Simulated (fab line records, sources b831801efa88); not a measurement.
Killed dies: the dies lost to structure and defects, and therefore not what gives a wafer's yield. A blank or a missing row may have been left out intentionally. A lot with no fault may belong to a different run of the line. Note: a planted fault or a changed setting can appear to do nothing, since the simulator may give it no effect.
Comparing a struck lot with a sound one | flow sky130 | 15 steps out of a route of 708
Sound: these wafers, L274.1, L274.2, L274.6. Wafers L283.1, L283.3, L283.6 were the ones struck. Last of all comes the cause.
Per side, at each step with rows, come the tool, then ch with its chambers, and then its first start. Under that, the readings that differ: sound wafers | struck wafers | difference of the means | sigmas: that difference in standard deviations of wafers without a fault.
alike: readings with means less than 2 such deviations apart, plus words and numbers identical on both sides. not compared: withheld readings, readings lacking a value on some wafer, bounds such as >300 that could conceal the same value, and numbers that have no deviation in the record and whose values overlap.
A row with sigmas, a row that says differs or no value, or rows on one side alone: a step with any of these is where the two part. Numbers that have no deviation but don't overlap get no sigmas and don't part them. Lack of a reading on every wafer of one side parts them only where that side has two or more wafers.

SKY_NWELL_OVL_MEAS_10:
  sound on overlay-02, day 6 20:58; struck on overlay-02, day 8 21:35
  alike: NWELL_00_OVL
then, 3 steps without rows for these wafers: SKY_NWELL_IMPLANT_11; SKY_NWELL_IMPLANT_12; SKY_NWELL_IMPLANT_13.
SKY_NWELL_STRIP_14: strips in O2/N2.
  sound on plasma-asher-01 ch 0,1, day 6 21:27; struck on plasma-asher-02 ch 0,1, day 8 22:04
  reading                      | sound             | struck            | difference | sigmas
  strip-time-to-endpoint-s (s) | 36.72 36.68 36.64 | 36.96 36.92 36.93 | +0.26      | +3
  alike: drypump-motor-current-A, oes-product-au
  not compared: rf-hours-counter-h
SKY_NWELL_TW_MEAS_15:
  sound on film-metro-04, day 6 21:33; struck on film-metro-01, day 8 22:10
  alike: NWELL_TW
then, 6 steps without rows for these wafers: SKY_NWELL_DEHYDRATE_16 (time 60 s); SKY_NWELL_HMDS_17 (prime time 60 s); SKY_NWELL_COAT_18 (resist thk 3000 nm); SKY_NWELL_SOFTBAKE_19; SKY_NWELL_EXPOSE_20 (exposes mask NWM COMPLEMENT, target cd 840 nm); SKY_NWELL_PEB_21.
SKY_NWELL_DEVELOP_22: develop time 60 s.
  sound on litho-track-01 ch 0, day 7 16:00; struck on litho-track-03 ch 0, day 9 18:00
  reading              | sound             | struck            | difference | sigmas
  developer-temp-C (C) | 23.15 23.01 23.14 | 25.58 25.40 25.59 | +2.42      | +20
  alike: resist-line-temp-C
SKY_NWELL_OVL_MEAS_23:
  sound on overlay-01, day 7 16:41; struck on overlay-01, day 9 18:46
  alike: NWELL_01_OVL
SKY_PAD_OPEN_PROBE_99:
  the record has rows for the sound wafers here (prober-02, day 48 03:52) and none for the struck ones

== WHERE THEY PART ==
First at SKY_NWELL_STRIP_14; last, within this record, at SKY_PAD_OPEN_PROBE_99.

WHY: the cause the simulator had injected
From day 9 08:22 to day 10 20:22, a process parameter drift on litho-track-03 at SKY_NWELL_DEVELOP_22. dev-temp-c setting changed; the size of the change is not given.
